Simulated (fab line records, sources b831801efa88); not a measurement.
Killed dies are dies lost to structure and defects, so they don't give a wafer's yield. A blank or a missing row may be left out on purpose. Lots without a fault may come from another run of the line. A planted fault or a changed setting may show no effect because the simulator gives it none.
fab line records | flow sky130
record lots=13 wafers=39 last_day=50
route steps=708 shown VT_ADJUST_HVTR@142 VT_ADJUST_PCH@150 POLY_GATE@231 LDD_N@244 PAD_OPEN@708
lots that met no fault: from a run of the same line without faults
start_h: hours from the record's first day to the start of the lot's first wafer shown | wait_h: hours since the lot's step before | " the same as in the row above | L1.1+2: a row that stands for several wafers | - no value, or no start given | * or withheld: withheld | < > ~ a bound
route shown NAME@n: a module of which the file shows steps, and the number in the route of the first | usual: mean/standard deviation of fault-free wafers | same: alike in all rows | chamber/n: place in a boat | sites: the reading at each site | _std_site: their standard deviation | _edge_site: outer sites' mean less inner sites' | radius_mm: how far each site lies from the wafer's centre | mask NAME#n: copy n | behind: the tool/chamber that last shaped the wafer | hold: why the lot was held/for how many hours/how that ended | device: the transistor (n, p or np) that didn't switch | end of line: the same wafers' tests at the end of the route | a step without rows: its recipe alone | killed: dies lost to structure and defects at the first sort, not the wafer's yield | map: a wafer's dies, x killed, . not, _ none there
set.NAME: the setting as run; set.NAME@STEP: as run at that earlier step | model.NAME: the simulator's own value behind a step, which no gauge read
steps of the route over a sample of lots; a table a step, a row a wafer
services: from which hour (start_h, from the record's first day; less than 0 if before it) a tool's chamber was out of use, for how many hours, and why
## steps
# step SKY_VT_ADJUST_HVTR_TW_MEAS_11
# usual VT_ADJUST_HVTR_TW=211.9/1.8
# columns lot.wafer tool chamber start_h wait_h VT_ADJUST_HVTR_TW
L911.1 film_metro-02 - 197.44 0.1 213.8
L911.2 " - " " 214.4
L911.3 " - " " 214.0
L912.2 film_metro-03 - 205.69 0.1 211.6
L912.3 " - " " 209.2
L912.5 " - " " 210.8
L913.2 film_metro-02 - 213.08 0.1 214.7
L913.3 " - " " 213.7
L913.6 " - " " 215.8
L916.2 film_metro-02 - 258.90 0.1 213.7
L916.4 " - " " 212.7
L916.6 " - " " 213.3
L915.4 film_metro-02 - 261.07 0.1 213.0
L915.5 " - " " 214.2
L915.6 " - " " 213.1
L917.1 film_metro-03 - 266.89 0.1 209.5
L917.3 " - " " 210.0
L917.6 " - " " 209.4
L918.1 film_metro-04 - 273.13 0.1 213.0
L918.5 " - " " 212.2
L918.6 " - " " 212.9
L921.3 film_metro-04 - 280.16 0.1 212.6
L921.5 " - " " 212.6
L921.6 " - " " 213.6
L925.1 film_metro-03 - 306.87 0.1 210.5
L925.3 " - " " 212.1
L925.4 " - " " 209.0
L931.1 film_metro-02 - 355.09 0.1 214.2
L931.2 " - " " 213.4
L931.6 " - " " 212.7
L932.1 film_metro-04 - 362.24 0.1 214.5
L932.3 " - " " 214.1
L932.6 " - " " 213.8
L933.1 film_metro-03 - 366.58 0.1 210.3
L933.4 " - " " 211.3
L933.6 " - " " 211.0
L934.1 film_metro-04 - 371.37 0.1 213.7
L934.2 " - " " 214.1
L934.3 " - " " 213.4
# step SKY_VT_ADJUST_PCH_OVL_MEAS_07
# usual VT_ADJUST_PCH_OVL=0.6/1.3
# columns lot.wafer tool chamber start_h wait_h VT_ADJUST_PCH_OVL[nm]
L911.1 overlay-02 - 219.52 - 2.3
L911.2 " - " " 1.8
L911.3 " - " " 3.9
L912.2 overlay-02 - 227.73 - -0.4
L912.3 " - " " 0.8
L912.5 " - " " -2.3
L913.2 overlay-02 - 235.15 - 1.1
L913.3 " - " " 0.8
L913.6 " - " " 0.7
L916.2 overlay-02 - 283.08 - 1.4
L916.4 " - " " 1.7
L916.6 " - " " 2.4
L915.4 overlay-02 - 285.11 - 1.2
L915.5 " - " " 1.0
L915.6 " - " " 1.8
L917.1 overlay-02 - 291.15 - 0.6
L917.3 " - " " 1.5
L917.6 " - " " 1.1
L918.1 overlay-01 - 298.53 - 0.4
L918.5 " - " " -0.9
L918.6 " - " " 0.1
L921.3 overlay-01 - 305.71 - 0.8
L921.5 " - " " 1.0
L921.6 " - " " 1.1
L925.1 overlay-02 - 332.43 - -0.5
L925.3 " - " " -1.2
L925.4 " - " " -1.6
L931.1 overlay-02 - 382.35 - -0.1
L931.2 " - " " -0.7
L931.6 " - " " -1.2
L932.1 overlay-02 - 390.22 - 1.0
L932.3 " - " " 0.0
L932.6 " - " " 0.5
L933.1 overlay-02 - 394.48 - 1.1
L933.4 " - " " 3.7
L933.6 " - " " 3.3
L934.1 overlay-02 - 400.00 - -0.3
L934.2 " - " " 0.0
L934.3 " - " " 2.4
# step SKY_POLY_GATE_ETCH_17
# recipe target_depth_nm=180 stop_on=SiO2 over_etch_frac=0.56667 chemistry=HBr/Cl2 target=poly-Si icp_w=400 bias_w=100 pressure_mtorr=10 HBr_flow_sccm=150 Cl2_flow_sccm=50 time_s=70.5
# usual drypump_motor_current_A=5.7/0.43 he_backside_leak_sccm=2.6/0.37 mfc_cl2_sccm=50.00/0.15 oes_product_au=0.984/0.0079 run_length_s=98.9/0.48 throttle_valve_pct=33.683/0.0088
# columns lot.wafer tool chamber start_h wait_h drypump_motor_current_A he_backside_leak_sccm mfc_cl2_sccm oes_product_au rf_hours_counter_h run_length_s throttle_valve_pct
L911.1 rie_si-02 3 359.88 0.0 6.1 2.8 50.12 0.988 6 98.9 33.698
L911.2 " 0 " " 6.5 2.5 49.97 0.977 6 98.8 33.675
L911.3 " 2 " " 5.4 2.7 50.13 0.980 0 98.0 33.682
L912.2 rie_si-01 0 368.26 0.0 4.9 2.5 50.07 0.978 35 99.3 33.685
L912.3 " 1 " " 5.7 2.7 50.11 0.966 39 99.5 33.685
L912.5 " 1 " " 5.6 2.9 50.06 0.970 - 99.7 33.676
L913.2 rie_si-01 2 379.13 0.0 5.9 2.4 50.06 0.989 3 98.8 33.676
L913.3 " 1 " " 5.7 2.7 49.53 0.981 39 99.5 33.681
L913.6 " 0 " " 4.9 2.5 50.12 0.976 - 98.5 33.685
L916.2 rie_si-01 3 435.08 0.0 5.6 2.4 49.99 0.989 7 98.9 33.671
L916.4 " 0 " " 4.9 2.6 50.00 0.996 35 99.2 33.686
L916.6 " 3 " " 5.6 2.4 49.79 0.987 - 99.0 33.696
L915.4 rie_si-02 0 440.61 0.0 6.5 2.6 49.78 0.982 7 98.7 33.691
L915.5 " 0 " " 6.6 2.5 50.02 0.983 - 98.5 33.674
L915.6 " 3 " " 6.1 2.9 50.15 0.980 - 99.2 33.694
L917.1 rie_si-02 2 443.73 0.0 5.4 2.6 49.96 0.985 1 98.6 33.681
L917.3 " 3 " " 6.1 2.8 50.03 0.988 7 98.6 33.684
L917.6 " 2 " " 5.4 2.5 50.27 0.979 - 98.2 33.683
L918.1 rie_si-01 0 452.88 0.0 4.9 2.4 50.00 1.000 35 98.5 33.678
L918.5 " 2 " " 5.8 2.4 49.94 0.998 - 99.2 33.687
L918.6 " 3 " " 5.6 2.4 49.96 0.993 - 99.0 33.693
L921.3 rie_si-02 1 461.00 0.0 5.7 2.4 49.79 0.973 31 99.0 33.689
L921.5 " 2 " " 5.3 2.4 49.97 0.981 - 98.6 33.666
L921.6 " 1 " " 5.7 2.5 50.06 0.987 - 99.1 33.691
L925.1 rie_si-01 0 496.06 0.0 4.9 2.4 49.90 0.992 36 98.6 33.675
L925.3 " 3 " " 5.6 2.5 49.90 0.955 7 102.6 33.670
L925.4 " 1 " " 5.6 2.9 49.90 0.972 40 100.0 33.679
L931.1 rie_si-01 0 547.48 0.0 4.9 2.6 49.66 0.989 36 98.5 33.694
L931.2 " 3 " " 5.6 2.4 50.13 0.993 7 99.0 33.682
L931.6 " 3 " " 5.6 2.4 50.18 0.979 - 98.9 33.693
L932.1 rie_si-02 3 554.88 0.0 6.1 2.9 50.29 0.984 7 98.8 33.684
L932.3 " 1 " " 5.7 2.3 49.97 0.987 31 99.3 33.674
L932.6 " 3 " " 6.1 3.0 50.24 0.993 - 98.5 33.680
L933.1 rie_si-01 1 558.45 0.0 5.7 2.6 49.76 0.983 40 99.4 33.678
L933.4 " 0 " " 4.9 2.5 50.07 0.990 36 98.7 33.695
L933.6 " 2 " " 5.9 2.3 50.11 0.992 - 98.6 33.682
L934.1 rie_si-02 0 568.60 0.0 6.5 2.5 50.07 0.986 7 98.4 33.676
L934.2 " 3 " " 6.1 2.9 49.77 0.995 7 98.8 33.686
L934.3 " 1 " " 5.7 2.4 50.04 0.996 31 99.1 33.672
# step SKY_LDD_N_OVL_MEAS_07
# usual LDD_N_OVL=-0.3/1.3
# columns lot.wafer tool chamber start_h wait_h LDD_N_OVL[nm]
L911.1 overlay-01 - 389.86 0.1 1.0
L911.2 " - " " -1.3
L911.3 " - " " 0.5
L912.2 overlay-01 - 397.89 0.1 1.4
L912.3 " - " " -0.3
L912.5 " - " " -0.1
L913.2 overlay-02 - 409.12 0.1 -3.4
L913.3 " - " " -1.5
L913.6 " - " " -2.4
L916.2 overlay-02 - 468.60 0.1 -0.3
L916.4 " - " " -0.1
L916.6 " - " " 0.2
L915.4 overlay-01 - 473.00 0.1 -2.4
L915.5 " - " " -1.2
L915.6 " - " " -2.7
L917.1 overlay-01 - 476.13 0.1 -2.0
L917.3 " - " " 0.1
L917.6 " - " " -2.2
L918.1 overlay-01 - 485.51 0.1 2.0
L918.5 " - " " 2.0
L918.6 " - " " -0.4
L921.3 overlay-02 - 493.79 0.1 -1.9
L921.5 " - " " 0.0
L921.6 " - " " -0.2
L925.1 overlay-01 - 527.79 0.1 1.1
L925.3 " - " " -0.9
L925.4 " - " " 0.5
L931.1 overlay-01 - 578.33 0.1 -1.0
L931.2 " - " " -0.1
L931.6 " - " " -0.6
L932.1 overlay-02 - 585.93 0.1 0.4
L932.3 " - " " -0.4
L932.6 " - " " -1.0
L933.1 overlay-02 - 589.41 0.1 -2.1
L933.4 " - " " -1.4
L933.6 " - " " 0.6
L934.1 overlay-02 - 599.39 0.1 -0.1
L934.2 " - " " 2.5
L934.3 " - " " 0.1
# step SKY_PAD_OPEN_PROBE_99
# usual killed_at_M0_to_M3=44/7.2 killed_at_M4_up=3.2/1.8 killed_at_contacts=24/5.4 killed_at_front_end=15/4 killed_at_other=0.3/0.56 killed_dies=87/9.2 killed_open=47/7.3 killed_short=39/5.7
# same gross_dies=492 killed_at_back_side=0
# columns lot.wafer tool chamber start_h wait_h killed_at_M0_to_M3 killed_at_M4_up killed_at_contacts killed_at_front_end killed_at_other killed_dies killed_open killed_short
L917.1 prober-02 - 1125.88 0.1 33 5 25 21 1 85 45 40
L917.3 prober-02 - 1125.98 0.2 32 4 24 18 0 78 38 40
L917.6 prober-02 - 1126.13 0.2 39 2 26 9 2 78 43 35
L918.1 prober-01 - 1132.03 0.1 39 1 21 18 1 80 39 41
L918.5 prober-01 - 1132.23 0.2 46 4 28 11 0 89 45 43
L918.6 prober-01 - 1132.28 0.2 38 2 27 11 0 78 45 32
# killed by level:class
L917.1 CONTACT:geometric_particle:open=11 POLY_GATE:geometric_particle:short=7 VIA1:geometric_particle:short=6 FIELD_ISO:geometric_particle:open=5 LI_CONTACT:geometric_particle:open=5 CONTACT:geometric_particle:short=5 VIA2:geometric_particle:open=5 VIA1:geometric_particle:open=5
L917.3 VIA1:geometric_particle:open=9 CONTACT:geometric_particle:short=7 CONTACT:geometric_particle:open=6 METAL1:geometric_particle:short=6 POLY_GATE:geometric_particle:open=5 LI_CONTACT:geometric_particle:open=5 LOCAL_INTERCONNECT:geometric_particle:short=5 POLY_GATE:geometric_particle:short=4
L917.6 LI_CONTACT:geometric_particle:open=11 VIA1:geometric_particle:open=8 CONTACT:geometric_particle:short=7 METAL1:geometric_particle:short=6 VIA2:geometric_particle:open=6 VIA3:geometric_particle:open=5 VIA1:geometric_particle:short=4 CONTACT:geometric_particle:open=4
L918.1 VIA2:geometric_particle:open=7 VIA1:geometric_particle:short=6 VIA1:geometric_particle:open=6 LOCAL_INTERCONNECT:geometric_particle:short=5 VIA3:geometric_particle:open=5 METAL2:geometric_particle:short=5 FIELD_ISO:geometric_particle:short=4 POLY_GATE:geometric_particle:short=4
L918.5 CONTACT:geometric_particle:open=12 VIA1:geometric_particle:open=8 LI_CONTACT:geometric_particle:open=7 METAL1:geometric_particle:short=7 VIA1:geometric_particle:short=7 VIA2:geometric_particle:open=6 VIA3:geometric_particle:open=5 POLY_GATE:geometric_particle:short=4
L918.6 CONTACT:geometric_particle:open=11 VIA1:geometric_particle:open=7 VIA2:geometric_particle:open=6 FIELD_ISO:geometric_particle:open=5 METAL1:geometric_particle:short=5 LI_CONTACT:geometric_particle:short=4 LI_CONTACT:geometric_particle:open=4 CONTACT:geometric_particle:short=4
## services
# columns tool chamber start_h hours kind
rie_si-01 3 378.16 6.0 repair
rie_si-02 - 455.84 0.2 repair
rie_si-01 - 483.22 0.3 repair
rie_si-02 0 484.29 6.0 repair
rie_si-01 1 567.15 - clean
rie_si-01 1 567.15 16.4 scheduled_down
rie_si-01 1 567.15 16.4 vent_cycle
## key
first_sign step=SKY_POLY_GATE_ETCH_17 reading=run_length_s direction=up sigmas=7.9 usual=* struck=*
effect step=SKY_POLY_GATE_ETCH_17 reading=oes_product_au direction=down sigmas=3.6 usual=0.984 struck=0.955
met_at SKY_POLY_GATE_ETCH_17
struck_lots L925
struck_wafers L925.3
tester_left_out L925
not_acting_at SKY_VT_ADJUST_HVTR_TW_MEAS_11,SKY_VT_ADJUST_PCH_OVL_MEAS_07,SKY_LDD_N_OVL_MEAS_07
onset_between 452.88 496.06
fault kind=process_parameter_drift tool=rie_si-01 chamber=3 onset_h=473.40 steps=SKY_POLY_GATE_ETCH_17 channel=time_s offset=* shape=step end_h=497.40 acts_in=* stated=*
# tester_left_out: of these lots the tester's yield and bins aren't shown, on N5 and GAA mostly nor the transistor test; their killed dies are dies lost to structure and defects alone, not to doping, threshold or leakage, so they don't give the yield
